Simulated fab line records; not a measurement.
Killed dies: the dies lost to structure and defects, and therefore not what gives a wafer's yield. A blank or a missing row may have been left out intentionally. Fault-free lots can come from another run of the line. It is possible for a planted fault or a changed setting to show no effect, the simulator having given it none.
fab line records    flow sky130
record: lots: 14  wafers: 42  last_day: 49
route steps=708 shown VT_ADJUST_LVTN@106 SONOS_ONO@172
lots that met no fault: taken from a fault-free run of the same line
start_h: hours from the record's first day to the start of the lot's first wafer shown    wait_h: hours from the lot's prior step to this one    " same as the row above    L1.1+2: a single row standing in for several wafers    - no value present, or no start provided    * or withheld: withheld    < > ~ a bound
route shown NAME@n: a module of which the file shows steps, and the number in the route of the first    usual: mean/standard deviation of fault-free wafers    same: alike in all rows    chamber/n: place in a boat    sites: each site's reading    _std_site: the values' standard deviation    _edge_site: mean of outer sites minus mean of inner sites    radius_mm: how far each site lies from the wafer's centre    mask NAME#n: copy n    behind: the most recent tool/chamber to have shaped the wafer    hold: the reason the lot was held/the length of the hold in hours/how it ended    device: transistor that didn't switch, given as n, p or np    end of line: at the end of the route, the tests of the same wafers    step lacking rows: just its recipe    killed: dies that structure and defects cost at the first sort, which is not the same as the wafer's yield    map: per-die view of a wafer (x killed, . not killed, _ where there is no die)
set.NAME: the setting that was run; set.NAME@STEP: the one run at that earlier step    model.NAME: the simulator's own value behind a step, which no gauge read
the route's steps for a sample of lots (tables are steps, rows are wafers)
services: the hour from which a tool's chamber was out of use, counted from the record's first day as start_h (under 0 if before that day), plus the number of hours and why
== steps ==
step: SKY_VT_ADJUST_LVTN_STRIP_09
recipe: chemistry: O2/N2  power_w: 1400  pressure_mtorr: 1500  platen_temp_c: withheld  o2_flow_sccm: 3000  n2_flow_sccm: 300  overash_fraction: 0.5
usual: drypump_motor_current_A: 5.6/0.46  oes_product_au: 0.722/0.0045  strip_time_to_endpoint_s: 36.89/0.098
lot.wafer  tool             chamber  start_h  wait_h  drypump_motor_current_A  oes_product_au  rf_hours_counter_h  strip_time_to_endpoint_s
L434.1     plasma_asher-02  0        142.56   0.1     4.9                      0.721           44                  36.83
L434.3     "                0        "        "       4.9                      0.720           -                   36.88
L434.6     "                0        "        "       5.0                      0.720           -                   36.89
L435.1     plasma_asher-01  1        146.29   0.1     6.1                      0.730           33                  37.05
L435.4     "                0        "        "       4.9                      0.720           -                   37.02
L435.6     "                0        "        "       4.9                      0.724           -                   36.94
L436.1     plasma_asher-03  0        156.79   0.1     6.0                      0.718           48                  36.69
L436.3     "                0        "        "       6.0                      0.714           -                   36.77
L436.4     "                1        "        "       5.9                      0.730           -                   36.78
L437.1     plasma_asher-02  1        161.81   0.1     5.6                      0.724           46                  36.91
L437.2     "                0        "        "       4.9                      0.716           46                  36.95
L437.5     "                0        "        "       5.0                      0.722           -                   37.12
L438.2     plasma_asher-01  1        163.11   0.1     6.1                      0.716           34                  36.90
L438.5     "                0        "        "       4.9                      0.721           -                   36.91
L438.6     "                1        "        "       6.1                      0.722           -                   36.95
L439.1     plasma_asher-03  1        177.39   0.1     5.9                      0.720           50                  36.82
L439.2     "                0        "        "       6.1                      0.727           50                  37.01
L439.4     "                0        "        "       6.0                      0.720           -                   36.94
L440.1     plasma_asher-03  1        181.61   0.1     5.9                      0.725           50                  36.90
L440.3     "                1        "        "       5.9                      0.725           -                   36.88
L440.4     "                0        "        "       6.0                      0.721           -                   37.04
L441.1     plasma_asher-03  0        190.86   0.1     6.0                      0.725           51                  36.86
L441.3     "                1        "        "       5.9                      0.726           -                   36.88
L441.6     "                0        "        "       6.0                      0.722           -                   36.84
L442.2     plasma_asher-02  1        194.01   0.1     5.5                      0.719           49                  36.86
L442.5     "                0        "        "       4.9                      0.720           -                   36.74
L442.6     "                1        "        "       5.5                      0.722           -                   36.83
L443.1     plasma_asher-02  0        201.29   0.1     4.9                      0.714           50                  36.85
L443.2     "                1        "        "       5.6                      0.726           50                  36.78
L443.5     "                1        "        "       5.6                      0.711           -                   36.90
L444.2     plasma_asher-03  0        203.66   0.1     6.0                      0.725           53                  37.10
L444.4     "                0        "        "       6.0                      0.727           -                   36.95
L444.5     "                1        "        "       5.9                      0.738           -                   37.06
L446.1     plasma_asher-03  1        218.35   0.1     5.9                      0.725           54                  36.78
L446.2     "                0        "        "       6.1                      0.717           54                  36.84
L446.6     "                1        "        "       5.9                      0.723           -                   36.99
L449.1     plasma_asher-03  0        243.85   0.1     6.0                      0.727           57                  36.90
L449.2     "                1        "        "       5.9                      0.724           57                  36.89
L449.6     "                0        "        "       6.1                      0.727           -                   36.83
L450.2     plasma_asher-03  1        249.35   0.1     5.9                      0.717           58                  36.78
L450.3     "                0        "        "       6.0                      0.726           -                   36.89
L450.6     "                0        "        "       6.0                      0.729           -                   36.75
step: SKY_VT_ADJUST_LVTN_OVL_MEAS_18
usual: VT_ADJUST_LVTN_01_OVL: -1.0/1.2
lot.wafer  tool        chamber  start_h  wait_h  VT_ADJUST_LVTN_01_OVL[nm]
L434.1     overlay-01  -        162.57   0.1     -0.5
L434.3     "           -        "        "       -0.8
L434.6     "           -        "        "       -1.6
L435.1     overlay-02  -        165.85   0.1     -1.9
L435.4     "           -        "        "       -1.8
L435.6     "           -        "        "       -2.7
L436.1     overlay-01  -        176.97   0.1     0.6
L436.3     "           -        "        "       1.3
L436.4     "           -        "        "       -0.8
L437.1     overlay-02  -        181.45   0.1     0.5
L437.2     "           -        "        "       -1.6
L437.5     "           -        "        "       -0.7
L438.2     overlay-02  -        183.41   0.1     -0.3
L438.5     "           -        "        "       -1.6
L438.6     "           -        "        "       -0.1
L439.1     overlay-02  -        198.67   0.1     0.8
L439.2     "           -        "        "       -2.2
L439.4     "           -        "        "       -0.5
L440.1     overlay-02  -        203.12   0.1     -0.9
L440.3     "           -        "        "       -0.6
L440.4     "           -        "        "       -0.8
L441.1     overlay-01  -        212.62   0.1     0.0
L441.3     "           -        "        "       -1.3
L441.6     "           -        "        "       -1.9
L442.2     overlay-02  -        215.61   0.1     1.0
L442.5     "           -        "        "       -1.3
L442.6     "           -        "        "       0.3
L443.1     overlay-01  -        223.27   0.1     -2.3
L443.2     "           -        "        "       -2.5
L443.5     "           -        "        "       -3.0
L444.2     overlay-02  -        226.02   0.1     -3.0
L444.4     "           -        "        "       -0.6
L444.5     "           -        "        "       -0.4
L446.1     overlay-01  -        240.52   0.1     1.0
L446.2     "           -        "        "       1.0
L446.6     "           -        "        "       -0.5
L449.1     overlay-02  -        267.47   0.1     0.6
L449.2     "           -        "        "       -1.1
L449.6     "           -        "        "       0.0
L450.2     overlay-01  -        273.71   0.1     -2.6
L450.3     "           -        "        "       -0.5
L450.6     "           -        "        "       0.8
step: SKY_SONOS_ONO_CVD_04
recipe: material: SiO2  precursor: SiH4/N2O  target_thk_nm: 5.7199  temp_c: 900  pressure_mtorr: 400
usual: spike_tc_bottom_C: 916.4/1.1  spike_tc_centre_C: 899.0/1.8  spike_tc_lower_C: 899.8/1.4  spike_tc_top_C: 914.2/1.2  spike_tc_upper_C: 899.9/1.6  susceptor_temp_C: 900.0/0.38  zone_power_bottom_pct: 27.8/1.3
lot.wafer  tool      chamber  start_h  wait_h  spike_tc_bottom_C  spike_tc_centre_C  spike_tc_lower_C  spike_tc_top_C  spike_tc_upper_C  susceptor_temp_C  zone_power_bottom_pct
L434.1     lpcvd-03  0        257.09   0.1     915.8              899.6              899.8             913.7           900.7             899.8             28.3
L434.3     "         0        "        "       914.5              898.5              896.8             914.2           899.3             899.9             29.1
L434.6     "         0        "        "       916.3              895.6              898.4             914.2           902.0             900.1             29.4
L435.1     lpcvd-03  0        261.28   0.1     916.4              896.3              901.0             915.2           900.7             899.2             28.9
L435.4     "         0        "        "       916.0              896.4              899.8             913.4           899.2             900.2             28.3
L435.6     "         0        "        "       917.3              898.5              901.5             914.8           902.1             900.0             28.9
L436.1     lpcvd-03  1        272.70   0.1     918.0              900.2              902.3             915.0           897.0             900.4             26.0
L436.3     "         1        "        "       918.3              901.0              901.9             912.9           897.0             900.1             25.5
L436.4     "         1        "        "       918.4              899.9              899.7             914.4           898.5             900.2             26.0
L437.1     lpcvd-03  0        279.35   0.1     915.0              898.1              899.2             916.1           900.8             900.5             28.5
L437.2     "         0        "        "       912.3              899.6              899.3             913.1           900.3             900.6             29.1
L437.5     "         0        "        "       916.3              897.3              898.5             915.7           901.3             900.4             28.8
L438.2     lpcvd-03  0        279.35   0.0     915.9              896.2              899.3             912.0           899.6             900.0             28.3
L438.5     "         0        "        "       916.3              898.8              898.3             915.1           900.3             900.0             28.6
L438.6     "         0        "        "       916.5              899.2              897.2             915.8           899.7             900.1             28.4
L439.1     lpcvd-03  0        299.90   0.1     914.6              897.9              898.8             913.5           901.1             899.8             28.6
L439.2     "         0        "        "       915.4              898.6              900.2             913.5           900.5             900.3             29.0
L439.4     "         0        "        "       915.4              898.3              898.2             915.7           899.5             900.1             28.8
L440.1     lpcvd-03  0        302.39   0.1     914.6              899.1              899.3             915.0           900.7             900.2             28.4
L440.3     "         0        "        "       916.5              897.7              899.0             915.6           900.4             899.7             28.0
L440.4     "         0        "        "       916.7              897.4              897.9             913.6           900.1             899.6             28.9
L441.1     lpcvd-03  1        315.66   0.1     917.4              899.6              901.2             914.6           898.7             900.0             26.0
L441.3     "         1        "        "       918.6              902.6              902.6             914.0           897.9             899.9             26.1
L441.6     "         1        "        "       918.0              901.8              900.7             912.9           898.0             899.7             25.6
L442.2     lpcvd-03  1        319.88   0.0     918.1              901.0              900.8             914.7           897.9             899.9             26.1
L442.5     "         1        "        "       916.8              901.0              900.9             915.0           899.2             899.6             25.9
L442.6     "         1        "        "       915.7              902.9              901.5             913.9           899.2             899.7             25.6
L443.1     lpcvd-03  0        327.57   0.1     915.4              899.2              898.9             913.9           901.2             900.0             28.6
L443.2     "         0        "        "       916.4              898.5              900.5             914.3           901.3             899.8             29.0
L443.5     "         0        "        "       914.9              897.8              900.5             914.7           899.2             900.0             28.7
L444.2     lpcvd-03  0        332.57   0.0     917.2              897.8              899.5             914.5           899.8             899.8             28.9
L444.4     "         0        "        "       916.9              897.0              899.5             913.6           901.2             899.8             28.8
L444.5     "         0        "        "       917.5              898.9              900.0             915.9           900.2             900.2             28.7
L446.1     lpcvd-03  0        348.80   1.3     916.9              897.8              898.1             914.4           900.6             899.9             28.9
L446.2     "         0        "        "       915.8              898.6              898.6             914.9           901.1             900.3             28.7
L446.6     "         0        "        "       917.4              898.1              898.4             914.0           900.5             899.9             28.5
L449.1     lpcvd-03  0        377.40   0.1     922.2              903.1              905.7             920.3           906.4             906.6             29.0
L449.2     "         0        "        "       921.9              905.0              906.0             920.1           908.5             906.5             29.1
L449.6     "         0        "        "       921.6              904.5              905.7             918.8           907.4             906.2             28.6
L450.2     lpcvd-03  1        385.87   0.0     923.2              907.4              906.9             918.5           904.7             906.6             26.4
L450.3     "         1        "        "       922.5              908.3              907.1             918.1           902.9             906.0             25.8
L450.6     "         1        "        "       921.8              907.9              908.2             917.4           904.4             906.3             26.0
step: SKY_SONOS_ONO_THK_MEAS_05
recipe: reads: SiO2_of_SONOS_ONO_CVD_04
usual: SONOS_ONO_CVD_04_THK: 5.75/0.12
lot.wafer  tool           chamber  start_h  wait_h  SONOS_ONO_CVD_04_THK[nm]
L434.1     film_metro-02  -        258.36   0.0     5.69
L434.3     "              -        "        "       5.66
L434.6     "              -        "        "       5.64
L435.1     film_metro-02  -        262.53   0.0     5.55
L435.4     "              -        "        "       5.73
L435.6     "              -        "        "       5.70
L436.1     film_metro-02  -        273.95   0.0     5.79
L436.3     "              -        "        "       5.84
L436.4     "              -        "        "       5.78
L437.1     film_metro-02  -        280.60   0.0     5.92
L437.2     "              -        "        "       5.94
L437.5     "              -        "        "       5.88
L438.2     film_metro-04  -        280.61   0.0     5.78
L438.5     "              -        "        "       5.90
L438.6     "              -        "        "       5.90
L439.1     film_metro-02  -        301.78   0.0     5.64
L439.2     "              -        "        "       5.66
L439.4     "              -        "        "       5.67
L440.1     film_metro-02  -        303.64   0.0     5.59
L440.3     "              -        "        "       5.56
L440.4     "              -        "        "       5.63
L441.1     film_metro-03  -        316.91   0.0     5.61
L441.3     "              -        "        "       5.68
L441.6     "              -        "        "       5.57
L442.2     film_metro-03  -        321.14   0.0     5.83
L442.5     "              -        "        "       5.68
L442.6     "              -        "        "       5.66
L443.1     film_metro-02  -        328.82   0.0     5.77
L443.2     "              -        "        "       5.88
L443.5     "              -        "        "       6.01
L444.2     film_metro-03  -        333.83   0.0     5.91
L444.4     "              -        "        "       5.81
L444.5     "              -        "        "       5.69
L446.1     film_metro-03  -        350.05   0.0     5.48
L446.2     "              -        "        "       5.57
L446.6     "              -        "        "       5.56
L449.1     film_metro-02  -        378.65   0.0     6.36
L449.2     "              -        "        "       6.26
L449.6     "              -        "        "       6.26
L450.2     film_metro-03  -        387.13   0.0     6.30
L450.3     "              -        "        "       6.45
L450.6     "              -        "        "       6.41
step: SKY_SONOS_ONO_STRIP_17
recipe: chemistry: O2/N2  power_w: 1400  pressure_mtorr: 1500  platen_temp_c: withheld  o2_flow_sccm: 3000  n2_flow_sccm: 300  overash_fraction: 0.5
usual: drypump_motor_current_A: 5.5/0.49  oes_product_au: 0.710/0.0049  strip_time_to_endpoint_s: 14.11/0.037
lot.wafer  tool             chamber  start_h  wait_h  drypump_motor_current_A  oes_product_au  rf_hours_counter_h  strip_time_to_endpoint_s
L434.1     plasma_asher-03  1        282.77   0.0     5.9                      0.714           61                  14.08
L434.3     "                1        "        "       5.9                      0.718           -                   14.09
L434.6     "                0        "        "       6.0                      0.710           -                   14.08
L435.1     plasma_asher-02  0        287.46   0.0     5.0                      0.712           57                  14.07
L435.4     "                1        "        "       5.6                      0.711           -                   14.12
L435.6     "                0        "        "       5.0                      0.713           -                   14.04
L436.1     plasma_asher-03  0        299.73   0.0     6.0                      0.702           62                  14.11
L436.3     "                0        "        "       6.0                      0.708           -                   14.13
L436.4     "                1        "        "       5.9                      0.709           -                   14.12
L437.1     plasma_asher-02  1        306.69   0.0     5.5                      0.716           59                  14.13
L437.2     "                0        "        "       4.9                      0.711           59                  14.10
L437.5     "                0        "        "       4.9                      0.710           -                   14.09
L438.2     plasma_asher-03  1        306.87   0.0     5.9                      0.706           63                  14.11
L438.5     "                0        "        "       6.0                      0.700           -                   14.13
L438.6     "                1        "        "       5.9                      0.714           -                   14.11
L439.1     plasma_asher-01  1        328.22   0.0     6.1                      0.711           50                  14.13
L439.2     "                0        "        "       4.9                      0.704           50                  14.15
L439.4     "                0        "        "       4.9                      0.711           -                   14.20
L440.1     plasma_asher-02  0        329.42   0.0     4.9                      0.709           61                  14.10
L440.3     "                1        "        "       5.5                      0.718           -                   14.09
L440.4     "                0        "        "       5.0                      0.705           -                   14.08
L441.1     plasma_asher-03  1        342.62   0.0     5.9                      0.706           66                  14.19
L441.3     "                0        "        "       6.0                      0.706           -                   14.19
L441.6     "                0        "        "       6.0                      0.715           -                   14.16
L442.2     plasma_asher-03  0        347.72   0.0     6.0                      0.711           67                  14.12
L442.5     "                0        "        "       6.0                      0.717           -                   14.09
L442.6     "                1        "        "       5.9                      0.705           -                   14.09
L443.1     plasma_asher-02  1        356.03   0.0     5.5                      0.710           63                  14.14
L443.2     "                0        "        "       4.9                      0.710           63                  14.09
L443.5     "                0        "        "       4.9                      0.715           -                   14.10
L444.2     plasma_asher-01  0        360.81   0.0     4.9                      0.706           54                  14.14
L444.4     "                1        "        "       6.1                      0.705           -                   14.10
L444.5     "                0        "        "       4.9                      0.704           -                   14.14
L446.1     plasma_asher-01  1        378.17   0.0     6.1                      0.703           55                  14.14
L446.2     "                0        "        "       4.9                      0.711           55                  14.19
L446.6     "                1        "        "       6.1                      0.707           -                   14.19
L449.1     plasma_asher-03  1        407.82   0.0     5.9                      0.705           71                  14.02
L449.2     "                0        "        "       6.0                      0.714           71                  14.06
L449.6     "                0        "        "       6.1                      0.709           -                   14.08
L450.2     plasma_asher-02  0        416.11   0.0     5.0                      0.726           70                  14.09
L450.3     "                0        "        "       4.9                      0.703           -                   14.10
L450.6     "                0        "        "       5.0                      0.707           -                   14.06
== services ==
tool             chamber  start_h  hours  kind
lpcvd-03         -        194.17   3.0    repair
plasma_asher-02  -        215.61   13.1   repair
lpcvd-03         -        216.78   1.9    repair
plasma_asher-03  -        338.23   4.0    repair
plasma_asher-03  -        386.30   14.6   pm
== key ==
first_sign: step: SKY_SONOS_ONO_CVD_04  reading: susceptor_temp_C  direction: up  sigmas: 17  usual: *  struck: *
effect: step: SKY_SONOS_ONO_CVD_04  reading: spike_tc_bottom_C  direction: up  sigmas: 5.3  usual: 916.4  struck: 922.2
effect: step: SKY_SONOS_ONO_THK_MEAS_05  reading: SONOS_ONO_CVD_04_THK  direction: up  sigmas: 4.8  usual: 5.75  struck: 6.34
met_at SKY_SONOS_ONO_CVD_04
struck_lots L449,L450
sort_left_out L449.1,L449.2,L449.6
tester_left_out L449,L450
not_acting_at SKY_VT_ADJUST_LVTN_STRIP_09,SKY_VT_ADJUST_LVTN_OVL_MEAS_18,SKY_SONOS_ONO_STRIP_17
onset_between 348.80 377.40
fault: kind: process_parameter_drift  tool: lpcvd-03  chamber: -  onset_h: 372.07  steps: SKY_SONOS_ONO_CVD_04  channel: temp_c  offset: *  shape: step  end_h: 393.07  stated: *
tester_left_out: of these lots the tester's yield and bins aren't shown, on N5 and GAA mostly nor the transistor test; their killed dies are dies lost to structure and defects alone, not to doping, threshold or leakage, so they don't give the yield
sort_left_out: the simulated sort isn't trusted on such a fault, so these wafers' sort isn't shown, and their yield isn't known
